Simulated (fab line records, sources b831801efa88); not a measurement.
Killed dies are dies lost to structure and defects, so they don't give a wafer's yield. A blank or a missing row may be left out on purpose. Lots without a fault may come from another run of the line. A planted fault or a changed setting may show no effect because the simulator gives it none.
A struck lot beside a sound one | flow sfq_line | 21 steps out of a route of 325
Sound: wafers L488.2, L488.4, L488.5. Struck: wafers L484.2, L484.3, L484.5. The cause comes at the end.
At each step with rows: each side's tool, then ch and its chambers, then its first start. Under that, the readings that differ: sound wafers | struck wafers | difference of the means | sigmas: that difference in standard deviations of wafers without a fault.
alike: readings whose means differ by less than 2 such deviations, and words and numbers that are the same on both sides. not compared: withheld readings, readings that some wafer has no value for, bounds like >300 that may hide the same value, and numbers for which the record gives no deviation and whose values overlap.
The two part at a step that has a row with sigmas, a row that says differs or no value, or rows on one side only. Numbers that don't overlap but have no deviation are shown without sigmas and don't part them. A reading that every wafer of one side lacks parts them only if that side has two wafers or more.

first, 1 step without rows for these wafers: SFQ_TRILAYER_JJ_TRILAYER_DEP_AL_OXIDATION_111 (oxidation time 600 s).
SFQ_TRILAYER_JJ_TRILAYER_DEP_SPUTTER_112: material Nb, target thk 170 nm, time 113.3 s.
  sound on pvd_sputter-06, day 53 14:58; struck on pvd_sputter-04, day 52 12:46
  alike: cathode_dc_power_W, throttle_valve_pct
SFQ_JJ_RS_MEAS_929: measures by four-point-probe.
  sound on film_metro-03, day 53 15:04; struck on film_metro-04, day 52 12:52
  alike: JJ_NB_RS
then, 6 steps without rows for these wafers: SFQ_TRILAYER_JJ_CE_LITHO_COAT_119 (resist thk 62 nm); SFQ_TRILAYER_JJ_CE_LITHO_COAT_114 (resist thk 600 nm); SFQ_TRILAYER_JJ_CE_LITHO_SOFTBAKE_118; SFQ_TRILAYER_JJ_CE_LITHO_EXPOSE_115 (exposes mask J5, target cd 700 nm); SFQ_TRILAYER_JJ_CE_LITHO_PEB_117 (peb time 60 s); SFQ_TRILAYER_JJ_CE_LITHO_DEVELOP_116 (time 60 s).
-- the record jumps here: 5 days lie between the struck wafers' starts before and after --
SFQ_JJ_OVL_MEAS_931:
  sound on overlay-02, day 58 12:56; struck on overlay-01, day 57 12:56
  reading     | sound    | struck | difference | sigmas
  J5_OVL (nm) | -9 -7 -5 | 10 8 7 | +15        | +3
SFQ_TRILAYER_JJ_CE_METRO_MEASURE_117:
  sound on cd_sem-02, day 58 13:10; struck on cd_sem-02, day 57 13:10
  alike: cd_nm
SFQ_TRILAYER_JJ_CE_BARC_OPEN_RIE_150: chemistry O2, target BARC, target depth 240 nm, time 80 s.
  sound on rie_metal-02 ch 1, day 58 14:11; struck on rie_metal-03 ch 0,1, day 57 14:10
  no value came back on the struck wafers for bias_w (W), chamber_pressure_mTorr (mTorr), drypump_motor_current_A (A), oes_product_au (a.u.); on the sound wafers bias_w (W) reads 80.02 79.87 80.21
  not compared: rf_hours_counter_h
SFQ_TRILAYER_JJ_CE_ETCH_RIE_118: chemistry SF6, target Nb, stops on Al2O3, time 97.7 s, target depth 170 nm.
  sound on rie_metal-02 ch 1, day 58 14:23; struck on rie_metal-03 ch 0,1, day 57 14:15
  reading               | sound             | struck            | difference | sigmas
  oes_product_au (a.u.) | 0.986 0.980 0.993 | 0.362 0.383 0.373 | -0.614     | -92
  alike: bias_w, chamber_pressure_mTorr, drypump_motor_current_A
  not compared: rf_hours_counter_h
then, 1 step without rows for these wafers: SFQ_TRILAYER_JJ_ANODIZE_ANODIZE_119.
SFQ_TRILAYER_JJ_CE_STRIP_STRIP_120: strips in O2.
  sound on rie_metal-02 ch 1, day 58 15:18; struck on rie_metal-03 ch 0,1, day 57 14:52
  alike: chamber_pressure_mTorr, drypump_motor_current_A, oes_product_au
  not compared: rf_hours_counter_h
then, 4 steps without rows for these wafers: SFQ_TRILAYER_JJ_CE_STRIP_SOLV_CLEAN_121 (cleans in NMP, time 600 s); SFQ_TRILAYER_M5_LITHO_COAT_128 (resist thk 62 nm); SFQ_TRILAYER_M5_LITHO_COAT_123 (resist thk 600 nm); SFQ_TRILAYER_M5_LITHO_SOFTBAKE_127.
-- the record jumps here: 5 days lie between the struck wafers' starts before and after --
SFQ_TRILAYER_M5_LITHO_EXPOSE_124: exposes mask M5, target cd 700 nm.
  sound on krf_scanner-01 ch 0, day 63 03:28; struck on krf_scanner-02, day 62 03:21
  no value came back on the struck wafers for exposure_dose_mJ_cm2, focus_offset_nm (nm); on the sound wafers exposure_dose_mJ_cm2 reads 14.419 14.395 14.409
  alike: mask
then, 1 step without rows for these wafers: SFQ_TRILAYER_M5_LITHO_PEB_126 (peb time 60 s).

WHERE THEY PART
First at SFQ_JJ_OVL_MEAS_931; last, within this record, at SFQ_TRILAYER_M5_LITHO_EXPOSE_124.

WHY: what the simulator had put in
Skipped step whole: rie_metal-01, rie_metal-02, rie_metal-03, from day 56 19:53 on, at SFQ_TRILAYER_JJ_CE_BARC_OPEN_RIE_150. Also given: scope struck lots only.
